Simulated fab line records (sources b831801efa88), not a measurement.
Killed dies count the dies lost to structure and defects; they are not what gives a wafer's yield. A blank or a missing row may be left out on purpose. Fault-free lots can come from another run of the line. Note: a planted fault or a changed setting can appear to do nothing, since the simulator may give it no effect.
A lot that was struck, set against a sound lot | flow sky130 | 43 out of 708 route steps
Sound: these wafers, L237.2, L237.3, L237.4. Struck: wafer L245.2 (L245.5, L245.6, from the same lot, were not struck and are left out); the cause is given at the end.
For every step that has rows: the tool of each side, followed by ch and its chambers, followed by its first start. Under that, the readings that differ: sound wafers | struck wafers | difference of the means | sigmas: that difference in standard deviations of wafers without a fault.
alike: same words and numbers on both sides, and readings whose means sit less than 2 such deviations apart. not compared: any withheld reading, any reading some wafer has no value for, any bound like >300 that may hide the same value, and any number with overlapping values for which the record gives no deviation.
The two part at a step that has a row with sigmas, a row that says differs or no value, or rows on one side only. When numbers do not overlap yet have no deviation, they are printed without sigmas and do not part them. A reading missing from all wafers of one side parts the sides only when that side holds two or more wafers.

first, 5 steps without rows for these wafers: SKY_FIELD_ISO_WET_ETCH_28 (etches SiO2 in dHF, target depth 23.7 nm, time 47 s); SKY_FIELD_ISO_WET_ETCH_29 (etches Si3N4 in H3PO4, target depth 160 nm, time 1825 s); SKY_FIELD_ISO_WET_ETCH_30 (etches SiO2 in dHF, target depth 25 nm, time 50 s); SKY_NWELL_CLEAN_00 (cleans in SC1/SC2, time 150 s); SKY_NWELL_OXIDATION_01 (stabilise 600 s, purge 300 s, target thk 10 nm).
SKY_NWELL_THK_MEAS_02:
  struck on film metro-03, day 4 18:56; sound on film metro-03, day 3 03:14
  reading                  | sound             | struck | difference | sigmas
  NWELL_OXIDATION_THK (nm) | 10.20 10.18 10.38 | 9.83   | -0.42      | -2
then, 6 steps without rows for these wafers: SKY_DNWELL_DEHYDRATE_00 (time 60 s); SKY_DNWELL_HMDS_01 (prime time 60 s); SKY_DNWELL_COAT_02 (resist thk 3000 nm); SKY_DNWELL_SOFTBAKE_03; SKY_DNWELL_EXPOSE_04 (exposes mask DNM, target cd 3000 nm); SKY_DNWELL_PEB_05.
SKY_DNWELL_DEVELOP_06: develop time 60 s.
  sound on litho track-03 ch 0, day 3 19:00; struck on litho track-03 ch 0, day 5 12:00
  alike: chill plate temp C
then, 1 step without rows for these wafers: SKY_DNWELL_IMPLANT_07.
SKY_DNWELL_STRIP_08: strips in O2/N2.
  sound on plasma asher-01 ch 0,1, day 3 19:30; struck on plasma asher-02 ch 0, day 5 12:54
  alike: drypump motor current A, oes product au, strip time to endpoint s
  not compared: rf hours counter h
SKY_DNWELL_TW_MEAS_09:
  struck on film metro-01, day 5 13:01; sound on film metro-04, day 3 19:37
  reading   | sound          | struck | difference | sigmas
  DNWELL_TW | 1108 1110 1113 | 1129   | +19        | +2
then, 7 steps without rows for these wafers: SKY_PWDE_DEHYDRATE_00 (time 60 s); SKY_PWDE_HMDS_01 (prime time 60 s); SKY_PWDE_COAT_02 (resist thk 3000 nm); SKY_PWDE_SOFTBAKE_03; SKY_PWDE_EXPOSE_04 (exposes mask PWDEM, target cd 840 nm); SKY_PWDE_PEB_05; SKY_PWDE_DEVELOP_06 (develop time 60 s).
SKY_PWDE_OVL_MEAS_07:
  struck on overlay-02, day 6 08:18; sound on overlay-01, day 4 12:51
  alike: PWDE_OVL
then, 1 step without rows for these wafers: SKY_PWDE_IMPLANT_08.
SKY_PWDE_STRIP_09: strips in O2/N2.
  sound on plasma asher-04 ch 0,1, day 4 13:02; struck on plasma asher-03 ch 1, day 6 08:29
  alike: drypump motor current A, oes product au, strip time to endpoint s
  not compared: rf hours counter h
SKY_PWDE_TW_MEAS_10:
  struck on film metro-03, day 6 08:35; sound on film metro-01, day 4 13:08
  reading | sound             | struck | difference | sigmas
  PWDE_TW | 381.0 377.9 379.1 | 371.7  | -7.6       | -3
then, 7 steps without rows for these wafers: SKY_NWELL_DEHYDRATE_03 (time 60 s); SKY_NWELL_HMDS_04 (prime time 60 s); SKY_NWELL_COAT_05 (resist thk 3000 nm); SKY_NWELL_SOFTBAKE_06; SKY_NWELL_EXPOSE_07 (exposes mask NWM, target cd 840 nm); SKY_NWELL_PEB_08; SKY_NWELL_DEVELOP_09 (develop time 60 s).
SKY_NWELL_OVL_MEAS_10:
  struck on overlay-01, day 7 03:36; sound on overlay-01, day 5 06:57
  reading           | sound         | struck | difference | sigmas
  NWELL_00_OVL (nm) | -1.6 -1.1 0.2 | 1.3    | +2.1       | +2
then, 3 steps without rows for these wafers: SKY_NWELL_IMPLANT_11; SKY_NWELL_IMPLANT_12; SKY_NWELL_IMPLANT_13.
SKY_NWELL_STRIP_14: strips in O2/N2.
  sound on plasma asher-02 ch 0,1, day 5 07:26; struck on plasma asher-03 ch 1, day 7 04:05
  alike: drypump motor current A, oes product au, strip time to endpoint s
  not compared: rf hours counter h
SKY_NWELL_TW_MEAS_15:
  struck on film metro-04, day 7 04:11; sound on film metro-04, day 5 07:32
  alike: NWELL_TW
then, 2 steps without rows for these wafers: SKY_NWELL_DEHYDRATE_16 (time 60 s); SKY_NWELL_HMDS_17 (prime time 60 s).
-- the record jumps here: 42 days lie between the struck wafers' starts before and after (it left off in module NWELL and takes up again in module PAD_OPEN, whose first step shown is number 708 of the route) --
SKY_PAD_OPEN_PROBE_99:
  struck on prober-01, day 48 16:58; sound on prober-02, day 46 20:28
  reading             | sound     | struck | difference | sigmas
  killed_at_M4_up     | 5 5 6     | 0      | -5         | -3
  killed at front end | 17 13 10  | 427    | +414       | +90
  killed dies         | 100 80 86 | 492    | +403       | +40
  killed on rim       | 18 16 10  | 96     | +81        | +21
  alike: killed_at_M0_to_M3, killed at contacts, killed at other, killed open, killed short

WHERE THEY PART
Last at SKY_PAD_OPEN_PROBE_99 as far as this record goes, first at SKY_NWELL_THK_MEAS_02.

WHY: whatever the simulator had introduced
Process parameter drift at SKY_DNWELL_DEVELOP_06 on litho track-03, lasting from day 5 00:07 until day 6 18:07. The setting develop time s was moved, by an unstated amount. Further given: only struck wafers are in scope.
